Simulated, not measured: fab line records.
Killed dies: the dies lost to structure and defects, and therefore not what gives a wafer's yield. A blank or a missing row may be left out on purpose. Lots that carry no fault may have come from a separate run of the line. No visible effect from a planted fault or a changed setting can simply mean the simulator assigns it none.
fab line records :: flow sky130
[record]
  lots = 6
  wafers = 18
  lastDay = 50
route steps=708 shown LOCAL_INTERCONNECT@390 PAD_OPEN@708
lots with no fault: from the same line, run without faults
startH: hours from the record's opening day to when the first of the lot's shown wafers began :: waitH: hours elapsed since this lot's preceding step :: " same as the row above :: L1.1+2: one row covering several wafers at once :: - either no value or no given start :: * or withheld: withheld :: < > ~ a bound
route shown NAME@n: names a module that has steps shown in the file, with the first one's number in the route :: usual: average and standard deviation across the fault-free wafers :: same: alike in all rows :: chamber/n: place in a boat :: sites: each site's reading :: _std_site: the standard deviation of these :: _edge_site: mean of outer sites minus mean of inner sites :: radiusMm: for every site, how far away it sits from the centre of the wafer :: mask NAME#n: copy n :: behind: the most recent tool/chamber to have shaped the wafer :: hold: why the lot went on hold/how many hours it stayed there/how the hold came to an end :: device: the transistor (n, p or np) that didn't switch :: end of line: at the end of the route, the tests of the same wafers :: where a step has no rows: the recipe by itself :: killed: count of dies lost to structure and defects at first sort (not the wafer's yield) :: map: a wafer's dies, x killed, . not, _ none there
set.NAME: the run value of the setting; set.NAME@STEP: its run value at that earlier step :: model.NAME: the simulator's own value behind a step, which no gauge read
lots at selected steps of the route; one table per step, one row per wafer
services: when a tool's chamber went out of use (startH, in hours from the record's first day, below 0 if earlier), for how many hours, and the reason
[[steps]]
[step SKY_LOCAL_INTERCONNECT_DEHYDRATE_03]
[recipe]
  tempC = 200
  timeS = 60
[step SKY_LOCAL_INTERCONNECT_HMDS_04]
[recipe]
  primeTimeS = 60
  primeTempC = 120
[step SKY_LOCAL_INTERCONNECT_COAT_05]
[recipe]
  resist = BARC
  tempC = withheld
  timeS = withheld
  spinRpm = 3000
  resistThkNm = 60
[step SKY_LOCAL_INTERCONNECT_COAT_06]
[recipe]
  resist = KrF-thick
  spinRpm = 3000
  resistThkNm = 450
[step SKY_LOCAL_INTERCONNECT_SOFTBAKE_07]
[recipe]
  tempC = 100
  timeS = 90
  resist = KrF-thick
[step SKY_LOCAL_INTERCONNECT_EXPOSE_08]
[recipe]
  maskId = LI1M
  na = 0.8
  sourceShape = annular
  sigmaInner = 0.55
  sigmaOuter = 0.85
  targetCdNm = 170
  doseMj = 28
[step SKY_LOCAL_INTERCONNECT_PEB_09]
[recipe]
  pebTempC = withheld
  pebTimeS = withheld
  resist = KrF-thick
[step SKY_LOCAL_INTERCONNECT_DEVELOP_10]
[recipe]
  developTimeS = 60
  resist = KrF-thick
  devTempC = 21
[step SKY_LOCAL_INTERCONNECT_CD_MEAS_11]
[recipe]
  targetCdNm = 170
[usual]
  cdNm = 169.9/1.8
lot.wafer: L138.3
tool: cdSem-01
chamber: -
startH: 708.88
waitH: -
cdNm: 168.1

lot.wafer: L138.4
tool: cdSem-01
chamber: -
startH: 708.88
waitH: -
cdNm: 166.9

lot.wafer: L138.5
tool: cdSem-01
chamber: -
startH: 708.88
waitH: -
cdNm: 167.9

lot.wafer: L141.1
tool: cdSem-01
chamber: -
startH: 750.45
waitH: -
cdNm: 170.4

lot.wafer: L141.3
tool: cdSem-01
chamber: -
startH: 750.45
waitH: -
cdNm: 169.8

lot.wafer: L141.5
tool: cdSem-01
chamber: -
startH: 750.45
waitH: -
cdNm: 169.6

lot.wafer: L156.3
tool: cdSem-01
chamber: -
startH: 857.99
waitH: -
cdNm: 168.9

lot.wafer: L156.5
tool: cdSem-01
chamber: -
startH: 857.99
waitH: -
cdNm: 168.1

lot.wafer: L156.6
tool: cdSem-01
chamber: -
startH: 857.99
waitH: -
cdNm: 168.8

lot.wafer: L158.1
tool: cdSem-02
chamber: -
startH: 864.14
waitH: -
cdNm: 171.1

lot.wafer: L158.3
tool: cdSem-02
chamber: -
startH: 864.14
waitH: -
cdNm: 169.7

lot.wafer: L158.4
tool: cdSem-02
chamber: -
startH: 864.14
waitH: -
cdNm: 170.3

lot.wafer: L157.1
tool: cdSem-01
chamber: -
startH: 866.86
waitH: -
cdNm: 171.3

lot.wafer: L157.2
tool: cdSem-01
chamber: -
startH: 866.86
waitH: -
cdNm: 170.3

lot.wafer: L157.4
tool: cdSem-01
chamber: -
startH: 866.86
waitH: -
cdNm: 172.0

lot.wafer: L159.3
tool: cdSem-01
chamber: -
startH: 871.35
waitH: -
cdNm: 173.3

lot.wafer: L159.4
tool: cdSem-01
chamber: -
startH: 871.35
waitH: -
cdNm: 172.8

lot.wafer: L159.6
tool: cdSem-01
chamber: -
startH: 871.35
waitH: -
cdNm: 172.4
[step SKY_LOCAL_INTERCONNECT_OVL_MEAS_12]
[usual]
  LOCAL_INTERCONNECT_OVL = -3/5.8
lot.wafer: L138.3
tool: overlay-02
chamber: -
startH: 708.97
waitH: 0.1
LOCAL_INTERCONNECT_OVL[nm]: -3

lot.wafer: L138.4
tool: overlay-02
chamber: -
startH: 708.97
waitH: 0.1
LOCAL_INTERCONNECT_OVL[nm]: 7

lot.wafer: L138.5
tool: overlay-02
chamber: -
startH: 708.97
waitH: 0.1
LOCAL_INTERCONNECT_OVL[nm]: 7

lot.wafer: L141.1
tool: overlay-02
chamber: -
startH: 750.57
waitH: 0.1
LOCAL_INTERCONNECT_OVL[nm]: 2

lot.wafer: L141.3
tool: overlay-02
chamber: -
startH: 750.57
waitH: 0.1
LOCAL_INTERCONNECT_OVL[nm]: -2

lot.wafer: L141.5
tool: overlay-02
chamber: -
startH: 750.57
waitH: 0.1
LOCAL_INTERCONNECT_OVL[nm]: -2

lot.wafer: L156.3
tool: overlay-02
chamber: -
startH: 858.08
waitH: 0.1
LOCAL_INTERCONNECT_OVL[nm]: 1

lot.wafer: L156.5
tool: overlay-02
chamber: -
startH: 858.08
waitH: 0.1
LOCAL_INTERCONNECT_OVL[nm]: 2

lot.wafer: L156.6
tool: overlay-02
chamber: -
startH: 858.08
waitH: 0.1
LOCAL_INTERCONNECT_OVL[nm]: -7

lot.wafer: L158.1
tool: overlay-02
chamber: -
startH: 864.26
waitH: 0.1
LOCAL_INTERCONNECT_OVL[nm]: -15

lot.wafer: L158.3
tool: overlay-02
chamber: -
startH: 864.26
waitH: 0.1
LOCAL_INTERCONNECT_OVL[nm]: -5

lot.wafer: L158.4
tool: overlay-02
chamber: -
startH: 864.26
waitH: 0.1
LOCAL_INTERCONNECT_OVL[nm]: -15

lot.wafer: L157.1
tool: overlay-01
chamber: -
startH: 866.98
waitH: 0.1
LOCAL_INTERCONNECT_OVL[nm]: -2

lot.wafer: L157.2
tool: overlay-01
chamber: -
startH: 866.98
waitH: 0.1
LOCAL_INTERCONNECT_OVL[nm]: 0

lot.wafer: L157.4
tool: overlay-01
chamber: -
startH: 866.98
waitH: 0.1
LOCAL_INTERCONNECT_OVL[nm]: 15

lot.wafer: L159.3
tool: overlay-02
chamber: -
startH: 871.44
waitH: 0.1
LOCAL_INTERCONNECT_OVL[nm]: -5

lot.wafer: L159.4
tool: overlay-02
chamber: -
startH: 871.44
waitH: 0.1
LOCAL_INTERCONNECT_OVL[nm]: 5

lot.wafer: L159.6
tool: overlay-02
chamber: -
startH: 871.44
waitH: 0.1
LOCAL_INTERCONNECT_OVL[nm]: 1
[step SKY_LOCAL_INTERCONNECT_ETCH_13]
[recipe]
  chemistry = N2/H2
  target = BARC
  ionEnergyEv = 200
  biasW = 100
  pressureMtorr = 30
  n2FlowSccm = 100
  h2FlowSccm = 200
  icpW = 500
  stopOn = SiO2
  timeS = 45.9
  targetDepthA = 600
[usual]
  drypumpMotorCurrentA = 6.18/0.19
  oesProductAu = 0.855/0.0042
  throttleValvePct = 13.225/0.009
lot.wafer: L138.3
tool: rieMetal-03
chamber: 0
startH: 709.01
waitH: 0.0
drypumpMotorCurrentA: 6.15
oesProductAu: 0.851
rfHoursCounterH: -
throttleValvePct: 13.211

lot.wafer: L138.4
tool: rieMetal-03
chamber: 1
startH: 709.01
waitH: 0.0
drypumpMotorCurrentA: 6.12
oesProductAu: 0.848
rfHoursCounterH: -
throttleValvePct: 13.230

lot.wafer: L138.5
tool: rieMetal-03
chamber: 1
startH: 709.01
waitH: 0.0
drypumpMotorCurrentA: 6.15
oesProductAu: 0.851
rfHoursCounterH: -
throttleValvePct: 13.217

lot.wafer: L141.1
tool: rieMetal-01
chamber: 1
startH: 750.61
waitH: 0.0
drypumpMotorCurrentA: 6.22
oesProductAu: 0.855
rfHoursCounterH: 3
throttleValvePct: 13.232

lot.wafer: L141.3
tool: rieMetal-01
chamber: 0
startH: 750.61
waitH: 0.0
drypumpMotorCurrentA: 6.41
oesProductAu: 0.856
rfHoursCounterH: -
throttleValvePct: 13.232

lot.wafer: L141.5
tool: rieMetal-01
chamber: 0
startH: 750.61
waitH: 0.0
drypumpMotorCurrentA: 6.41
oesProductAu: 0.855
rfHoursCounterH: -
throttleValvePct: 13.226

lot.wafer: L156.3
tool: rieMetal-03
chamber: 0
startH: 858.13
waitH: 0.0
drypumpMotorCurrentA: 6.12
oesProductAu: 0.858
rfHoursCounterH: -
throttleValvePct: 13.211

lot.wafer: L156.5
tool: rieMetal-03
chamber: 1
startH: 858.13
waitH: 0.0
drypumpMotorCurrentA: 6.17
oesProductAu: 0.853
rfHoursCounterH: -
throttleValvePct: 13.221

lot.wafer: L156.6
tool: rieMetal-03
chamber: 0
startH: 858.13
waitH: 0.0
drypumpMotorCurrentA: 6.15
oesProductAu: 0.855
rfHoursCounterH: -
throttleValvePct: 13.239

lot.wafer: L158.1
tool: rieMetal-02
chamber: 1
startH: 864.29
waitH: 0.0
drypumpMotorCurrentA: 6.25
oesProductAu: 0.856
rfHoursCounterH: 2
throttleValvePct: 13.229

lot.wafer: L158.3
tool: rieMetal-02
chamber: 1
startH: 864.29
waitH: 0.0
drypumpMotorCurrentA: 6.26
oesProductAu: 0.858
rfHoursCounterH: -
throttleValvePct: 13.209

lot.wafer: L158.4
tool: rieMetal-02
chamber: 0
startH: 864.29
waitH: 0.0
drypumpMotorCurrentA: 5.73
oesProductAu: 0.860
rfHoursCounterH: -
throttleValvePct: 13.212

lot.wafer: L157.1
tool: rieMetal-02
chamber: 0
startH: 867.01
waitH: 0.0
drypumpMotorCurrentA: 5.75
oesProductAu: 0.858
rfHoursCounterH: 4
throttleValvePct: 13.212

lot.wafer: L157.2
tool: rieMetal-02
chamber: 1
startH: 867.01
waitH: 0.0
drypumpMotorCurrentA: 6.23
oesProductAu: 0.856
rfHoursCounterH: 2
throttleValvePct: 13.223

lot.wafer: L157.4
tool: rieMetal-02
chamber: 0
startH: 867.01
waitH: 0.0
drypumpMotorCurrentA: 5.73
oesProductAu: 0.858
rfHoursCounterH: -
throttleValvePct: 13.214

lot.wafer: L159.3
tool: rieMetal-01
chamber: 0
startH: 871.48
waitH: 0.0
drypumpMotorCurrentA: 6.41
oesProductAu: 0.855
rfHoursCounterH: -
throttleValvePct: 13.228

lot.wafer: L159.4
tool: rieMetal-01
chamber: 1
startH: 871.48
waitH: 0.0
drypumpMotorCurrentA: 6.25
oesProductAu: 0.852
rfHoursCounterH: -
throttleValvePct: 13.229

lot.wafer: L159.6
tool: rieMetal-01
chamber: 0
startH: 871.48
waitH: 0.0
drypumpMotorCurrentA: 6.41
oesProductAu: 0.852
rfHoursCounterH: -
throttleValvePct: 13.220
[step SKY_LOCAL_INTERCONNECT_METAL_ETCH_14]
[recipe]
  targetDepthNm = 110
  stopOn = PSG
  chemistry = Cl2/BCl3
  target = TiN
  resistSidewallDeg = 88
  pressureMtorr = 10
  icpW = 900
  biasW = 48.5
  Cl2_flow_sccm = 60
  bcl3FlowSccm = 30
  timeS = 31.4
[usual]
  drypumpMotorCurrentA = 6.17/0.19
  oesProductAu = 0.939/0.0064
  throttleValvePct = 21.904/0.0089
lot.wafer: L138.3
tool: rieMetal-03
chamber: 0
startH: 709.07
waitH: 0.0
drypumpMotorCurrentA: 6.13
oesProductAu: 0.930
rfHoursCounterH: -
throttleValvePct: 21.901

lot.wafer: L138.4
tool: rieMetal-03
chamber: 1
startH: 709.07
waitH: 0.0
drypumpMotorCurrentA: 6.14
oesProductAu: 0.937
rfHoursCounterH: -
throttleValvePct: 21.895

lot.wafer: L138.5
tool: rieMetal-03
chamber: 1
startH: 709.07
waitH: 0.0
drypumpMotorCurrentA: 6.15
oesProductAu: 0.937
rfHoursCounterH: -
throttleValvePct: 21.911

lot.wafer: L141.1
tool: rieMetal-01
chamber: 1
startH: 750.67
waitH: 0.0
drypumpMotorCurrentA: 6.25
oesProductAu: 0.946
rfHoursCounterH: 3
throttleValvePct: 21.902

lot.wafer: L141.3
tool: rieMetal-01
chamber: 0
startH: 750.67
waitH: 0.0
drypumpMotorCurrentA: 6.39
oesProductAu: 0.939
rfHoursCounterH: -
throttleValvePct: 21.908

lot.wafer: L141.5
tool: rieMetal-01
chamber: 0
startH: 750.67
waitH: 0.0
drypumpMotorCurrentA: 6.37
oesProductAu: 0.934
rfHoursCounterH: -
throttleValvePct: 21.908

lot.wafer: L156.3
tool: rieMetal-03
chamber: 0
startH: 858.21
waitH: 0.1
drypumpMotorCurrentA: 6.13
oesProductAu: 0.940
rfHoursCounterH: -
throttleValvePct: 21.909

lot.wafer: L156.5
tool: rieMetal-03
chamber: 1
startH: 858.21
waitH: 0.1
drypumpMotorCurrentA: 6.10
oesProductAu: 0.947
rfHoursCounterH: -
throttleValvePct: 21.912

lot.wafer: L156.6
tool: rieMetal-03
chamber: 0
startH: 858.21
waitH: 0.1
drypumpMotorCurrentA: 6.12
oesProductAu: 0.943
rfHoursCounterH: -
throttleValvePct: 21.901

lot.wafer: L158.1
tool: rieMetal-02
chamber: 1
startH: 864.36
waitH: 0.0
drypumpMotorCurrentA: 6.23
oesProductAu: 0.935
rfHoursCounterH: 2
throttleValvePct: 21.887

lot.wafer: L158.3
tool: rieMetal-02
chamber: 1
startH: 864.36
waitH: 0.0
drypumpMotorCurrentA: 6.22
oesProductAu: 0.942
rfHoursCounterH: -
throttleValvePct: 21.900

lot.wafer: L158.4
tool: rieMetal-02
chamber: 0
startH: 864.36
waitH: 0.0
drypumpMotorCurrentA: 5.75
oesProductAu: 0.941
rfHoursCounterH: -
throttleValvePct: 21.911

lot.wafer: L157.1
tool: rieMetal-02
chamber: 0
startH: 867.08
waitH: 0.0
drypumpMotorCurrentA: 5.68
oesProductAu: 0.949
rfHoursCounterH: 4
throttleValvePct: 21.899

lot.wafer: L157.2
tool: rieMetal-02
chamber: 1
startH: 867.08
waitH: 0.0
drypumpMotorCurrentA: 6.23
oesProductAu: 0.950
rfHoursCounterH: 2
throttleValvePct: 21.903

lot.wafer: L157.4
tool: rieMetal-02
chamber: 0
startH: 867.08
waitH: 0.0
drypumpMotorCurrentA: 5.73
oesProductAu: 0.957
rfHoursCounterH: -
throttleValvePct: 21.884

lot.wafer: L159.3
tool: rieMetal-01
chamber: 0
startH: 871.54
waitH: 0.0
drypumpMotorCurrentA: 6.38
oesProductAu: 0.927
rfHoursCounterH: -
throttleValvePct: 21.915

lot.wafer: L159.4
tool: rieMetal-01
chamber: 1
startH: 871.54
waitH: 0.0
drypumpMotorCurrentA: 6.25
oesProductAu: 0.924
rfHoursCounterH: -
throttleValvePct: 21.929

lot.wafer: L159.6
tool: rieMetal-01
chamber: 0
startH: 871.54
waitH: 0.0
drypumpMotorCurrentA: 6.37
oesProductAu: 0.935
rfHoursCounterH: -
throttleValvePct: 21.900
[step SKY_LOCAL_INTERCONNECT_STRIP_15]
[recipe]
  chemistry = O2/N2
  powerW = 1400
  pressureMtorr = 1500
  platenTempC = withheld
  o2FlowSccm = 3000
  n2FlowSccm = 300
  overashFraction = 0.5
[usual]
  chamberPressureMTorr = 1500.0/1.2
  drypumpMotorCurrentA = 5.7/0.55
  oesProductAu = 0.427/0.0046
  stripTimeToEndpointS = 4.733/0.026
[same]
  overashFraction = 0.5
lot.wafer: L138.3
tool: plasmaAsher-04
chamber: 1
startH: 709.14
waitH: 0.1
chamberPressureMTorr: 1500.2
drypumpMotorCurrentA: 5.2
oesProductAu: 0.432
rfHoursCounterH: -
stripTimeToEndpointS: 4.726

lot.wafer: L138.4
tool: plasmaAsher-04
chamber: 0
startH: 709.14
waitH: 0.1
chamberPressureMTorr: 1498.9
drypumpMotorCurrentA: 6.1
oesProductAu: 0.422
rfHoursCounterH: -
stripTimeToEndpointS: 4.737

lot.wafer: L138.5
tool: plasmaAsher-04
chamber: 1
startH: 709.14
waitH: 0.1
chamberPressureMTorr: 1501.4
drypumpMotorCurrentA: 5.2
oesProductAu: 0.429
rfHoursCounterH: -
stripTimeToEndpointS: 4.729

lot.wafer: L141.1
tool: plasmaAsher-03
chamber: 0
startH: 750.73
waitH: 0.0
chamberPressureMTorr: 1497.3
drypumpMotorCurrentA: 5.2
oesProductAu: 0.430
rfHoursCounterH: 61
stripTimeToEndpointS: 4.716

lot.wafer: L141.3
tool: plasmaAsher-03
chamber: 1
startH: 750.73
waitH: 0.0
chamberPressureMTorr: 1499.9
drypumpMotorCurrentA: 6.5
oesProductAu: 0.422
rfHoursCounterH: -
stripTimeToEndpointS: 4.718

lot.wafer: L141.5
tool: plasmaAsher-03
chamber: 0
startH: 750.73
waitH: 0.0
chamberPressureMTorr: 1500.6
drypumpMotorCurrentA: 5.2
oesProductAu: 0.426
rfHoursCounterH: -
stripTimeToEndpointS: 4.744

lot.wafer: L156.3
tool: plasmaAsher-04
chamber: 0
startH: 858.29
waitH: 0.1
chamberPressureMTorr: 1500.7
drypumpMotorCurrentA: 6.1
oesProductAu: 0.425
rfHoursCounterH: -
stripTimeToEndpointS: 4.765

lot.wafer: L156.5
tool: plasmaAsher-04
chamber: 0
startH: 858.29
waitH: 0.1
chamberPressureMTorr: 1499.4
drypumpMotorCurrentA: 6.1
oesProductAu: 0.432
rfHoursCounterH: -
stripTimeToEndpointS: 4.758

lot.wafer: L156.6
tool: plasmaAsher-04
chamber: 1
startH: 858.29
waitH: 0.1
chamberPressureMTorr: 1200.9
drypumpMotorCurrentA: 5.2
oesProductAu: 0.429
rfHoursCounterH: -
stripTimeToEndpointS: 5.102

lot.wafer: L158.1
tool: plasmaAsher-03
chamber: 0
startH: 864.41
waitH: 0.0
chamberPressureMTorr: 1498.1
drypumpMotorCurrentA: 5.2
oesProductAu: 0.415
rfHoursCounterH: 73
stripTimeToEndpointS: 4.747

lot.wafer: L158.3
tool: plasmaAsher-03
chamber: 0
startH: 864.41
waitH: 0.0
chamberPressureMTorr: 1499.0
drypumpMotorCurrentA: 5.1
oesProductAu: 0.425
rfHoursCounterH: -
stripTimeToEndpointS: 4.732

lot.wafer: L158.4
tool: plasmaAsher-03
chamber: 1
startH: 864.41
waitH: 0.0
chamberPressureMTorr: 1501.3
drypumpMotorCurrentA: 6.6
oesProductAu: 0.421
rfHoursCounterH: -
stripTimeToEndpointS: 4.723

lot.wafer: L157.1
tool: plasmaAsher-04
chamber: 0
startH: 867.13
waitH: 0.0
chamberPressureMTorr: 1499.3
drypumpMotorCurrentA: 6.1
oesProductAu: 0.428
rfHoursCounterH: 107
stripTimeToEndpointS: 4.748

lot.wafer: L157.2
tool: plasmaAsher-04
chamber: 1
startH: 867.13
waitH: 0.0
chamberPressureMTorr: 1199.2
drypumpMotorCurrentA: 5.1
oesProductAu: 0.421
rfHoursCounterH: 107
stripTimeToEndpointS: 5.090

lot.wafer: L157.4
tool: plasmaAsher-04
chamber: 0
startH: 867.13
waitH: 0.0
chamberPressureMTorr: 1501.2
drypumpMotorCurrentA: 6.2
oesProductAu: 0.417
rfHoursCounterH: -
stripTimeToEndpointS: 4.731

lot.wafer: L159.3
tool: plasmaAsher-03
chamber: 1
startH: 871.61
waitH: 0.1
chamberPressureMTorr: 1498.9
drypumpMotorCurrentA: 6.5
oesProductAu: 0.434
rfHoursCounterH: -
stripTimeToEndpointS: 4.739

lot.wafer: L159.4
tool: plasmaAsher-03
chamber: 0
startH: 871.61
waitH: 0.1
chamberPressureMTorr: 1502.3
drypumpMotorCurrentA: 5.2
oesProductAu: 0.425
rfHoursCounterH: -
stripTimeToEndpointS: 4.772

lot.wafer: L159.6
tool: plasmaAsher-03
chamber: 0
startH: 871.61
waitH: 0.1
chamberPressureMTorr: 1500.4
drypumpMotorCurrentA: 5.2
oesProductAu: 0.423
rfHoursCounterH: -
stripTimeToEndpointS: 4.768
[step SKY_LOCAL_INTERCONNECT_STRIP_16]
[recipe]
  chemistry = postEtchResidueRemover
  timeS = 1200
  tempC = 72.5
[step SKY_PAD_OPEN_PROBE_99]
[usual]
  killed_at_M0_to_M3 = 43/7.2
  killed_at_M4_up = 3.3/1.8
  killedAtContacts = 23/5.5
  killedAtFrontEnd = 16/5.1
  killedAtOther = 0.4/0.65
  killedDies = 85/10
  killedOpen = 46/7.1
  killedShort = 38/7.2
[same]
  grossDies = 492
  killedAtBackSide = 0
lot.wafer: L138.3
tool: prober-01
chamber: -
startH: 1076.58
waitH: 0.2
killed_at_M0_to_M3: 45
killed_at_M4_up: 1
killedAtContacts: 25
killedAtFrontEnd: 17
killedAtOther: 1
killedDies: 89
killedOpen: 47
killedShort: 42

lot.wafer: L138.4
tool: prober-01
chamber: -
startH: 1076.63
waitH: 0.2
killed_at_M0_to_M3: 40
killed_at_M4_up: 4
killedAtContacts: 20
killedAtFrontEnd: 28
killedAtOther: 0
killedDies: 92
killedOpen: 37
killedShort: 52

lot.wafer: L138.5
tool: prober-01
chamber: -
startH: 1076.68
waitH: 0.2
killed_at_M0_to_M3: 32
killed_at_M4_up: 3
killedAtContacts: 30
killedAtFrontEnd: 15
killedAtOther: 1
killedDies: 81
killedOpen: 47
killedShort: 33

lot.wafer: L141.1
tool: prober-01
chamber: -
startH: 1107.75
waitH: 0.1
killed_at_M0_to_M3: 48
killed_at_M4_up: 6
killedAtContacts: 24
killedAtFrontEnd: 10
killedAtOther: 0
killedDies: 88
killedOpen: 55
killedShort: 33

lot.wafer: L141.3
tool: prober-01
chamber: -
startH: 1107.85
waitH: 0.2
killed_at_M0_to_M3: 38
killed_at_M4_up: 5
killedAtContacts: 26
killedAtFrontEnd: 27
killedAtOther: 0
killedDies: 96
killedOpen: 45
killedShort: 50

lot.wafer: L141.5
tool: prober-01
chamber: -
startH: 1107.95
waitH: 0.2
killed_at_M0_to_M3: 50
killed_at_M4_up: 1
killedAtContacts: 32
killedAtFrontEnd: 22
killedAtOther: 3
killedDies: 108
killedOpen: 65
killedShort: 41

lot.wafer: L158.1
tool: prober-01
chamber: -
startH: 1187.45
waitH: 0.1
killed_at_M0_to_M3: 36
killed_at_M4_up: 9
killedAtContacts: 25
killedAtFrontEnd: 20
killedAtOther: 0
killedDies: 90
killedOpen: 41
killedShort: 48

lot.wafer: L158.3
tool: prober-01
chamber: -
startH: 1187.55
waitH: 0.2
killed_at_M0_to_M3: 47
killed_at_M4_up: 2
killedAtContacts: 24
killedAtFrontEnd: 14
killedAtOther: 0
killedDies: 87
killedOpen: 38
killedShort: 49

lot.wafer: L158.4
tool: prober-01
chamber: -
startH: 1187.60
waitH: 0.2
killed_at_M0_to_M3: 38
killed_at_M4_up: 4
killedAtContacts: 15
killedAtFrontEnd: 13
killedAtOther: 0
killedDies: 70
killedOpen: 40
killedShort: 30
// killed by level:class
L138.3 VIA1:geometricParticle:open=11 FIELD_ISO:geometricParticle:open=7 LI_CONTACT:geometricParticle:open=7 CONTACT:geometricParticle:short=7 METAL1:geometricParticle:short=7 METAL2:geometricParticle:short=7 VIA2:geometricParticle:open=6 VIA3:geometricParticle:open=6
L138.4 POLY_GATE:geometricParticle:short=10 VIA1:geometricParticle:open=9 CONTACT:geometricParticle:open=8 FIELD_ISO:geometricParticle:short=6 METAL2:geometricParticle:short=6 POLY_GATE:geometricParticle:open=5 METAL1:geometricParticle:short=5 METAL3:geometricParticle:short=5
L138.5 LI_CONTACT:geometricParticle:open=17 CONTACT:geometricParticle:open=8 VIA3:geometricParticle:open=6 FIELD_ISO:geometricParticle:short=5 FIELD_ISO:geometricParticle:open=4 METAL1:geometricParticle:short=4 VIA1:geometricParticle:open=4 VIA2:geometricParticle:open=4
L141.1 VIA1:geometricParticle:open=17 VIA3:geometricParticle:open=11 CONTACT:geometricParticle:open=11 CONTACT:geometricParticle:short=6 METAL2:geometricParticle:short=6 VIA1:geometricParticle:short=5 LI_CONTACT:geometricParticle:open=4 METAL4:geometricParticle:short=4
L141.3 CONTACT:geometricParticle:open=12 FIELD_ISO:geometricParticle:short=9 VIA1:geometricParticle:open=9 POLY_GATE:geometricParticle:short=6 VIA2:geometricParticle:open=6 LI_CONTACT:geometricParticle:open=5 METAL2:geometricParticle:short=5 VIA2:geometricParticle:short=5
L141.5 VIA1:geometricParticle:open=14 VIA2:geometricParticle:open=13 CONTACT:geometricParticle:open=12 POLY_GATE:geometricParticle:open=8 VIA1:geometricParticle:short=8 CONTACT:geometricParticle:short=7 LI_CONTACT:geometricParticle:open=6 LOCAL_INTERCONNECT:geometricParticle:short=5
L158.1 CONTACT:geometricParticle:open=9 VIA3:geometricParticle:open=8 METAL4:geometricParticle:short=8 POLY_GATE:geometricParticle:short=6 CONTACT:geometricParticle:short=5 LOCAL_INTERCONNECT:geometricParticle:short=4 POLY_GATE:geometricParticle:open=4 METAL3:geometricParticle:short=4
L158.3 CONTACT:geometricParticle:open=9 VIA1:geometricParticle:open=9 POLY_GATE:geometricParticle:short=7 METAL1:geometricParticle:short=7 VIA1:geometricParticle:short=6 VIA3:geometricParticle:open=6 LOCAL_INTERCONNECT:geometricParticle:short=5 METAL3:geometricParticle:short=5
L158.4 VIA1:geometricParticle:open=10 LI_CONTACT:geometricParticle:open=5 VIA3:geometricParticle:open=5 VIA1:geometricParticle:short=5 VIA2:geometricParticle:open=5 VIA3:geometricParticle:short=5 POLY_GATE:geometricParticle:open=4 CONTACT:geometricParticle:open=3
[[services]]
tool: rieMetal-02
chamber: 0
startH: 686.84
hours: 101.4
kind: repair

tool: plasmaAsher-04
chamber: -
startH: 714.39
hours: 14.6
kind: pm

tool: rieMetal-03
chamber: 1
startH: 778.97
hours: 1.2
kind: repair

tool: rieMetal-02
chamber: 0
startH: 788.20
hours: -
kind: clean

tool: rieMetal-02
chamber: 0
startH: 788.20
hours: 15.7
kind: scheduledDown

tool: rieMetal-02
chamber: 0
startH: 788.20
hours: 15.7
kind: ventCycle

tool: plasmaAsher-04
chamber: -
startH: 793.98
hours: 1.0
kind: repair

tool: rieMetal-02
chamber: 1
startH: 803.91
hours: -
kind: clean

tool: rieMetal-02
chamber: 1
startH: 803.91
hours: 17.3
kind: scheduledDown

tool: rieMetal-02
chamber: 1
startH: 803.91
hours: 17.3
kind: ventCycle

tool: plasmaAsher-04
chamber: -
startH: 846.12
hours: 0.6
kind: repair
[[key]]
[firstSign]
  step = SKY_LOCAL_INTERCONNECT_STRIP_15
  reading = chamberPressureMTorr
  direction = down
  sigmas = 99+
  usual = 1500.0
  struck = 1200.0
[effect]
  step = SKY_LOCAL_INTERCONNECT_STRIP_15
  reading = stripTimeToEndpointS
  direction = up
  sigmas = 14
  usual = *
  struck = *
metAt SKY_LOCAL_INTERCONNECT_STRIP_15
struckWafers L156.6,L157.2
testerLeftOut L156,L157
onsetBetween 709.14 858.29
[fault]
  kind = processParameterDrift
  tool = plasmaAsher-04
  chamber = 1
  onsetH = 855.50
  steps = SKY_LOCAL_INTERCONNECT_STRIP_15
  channel = pressureMtorr
  offset = -300
  shape = step
  endH = 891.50
  actsIn = theseRecipesOnly
  stated = 1500
// testerLeftOut: of these lots the tester's yield and bins aren't shown, on N5 and GAA mostly nor the transistor test; their killed dies are dies lost to structure and defects alone, not to doping, threshold or leakage, so they don't give the yield
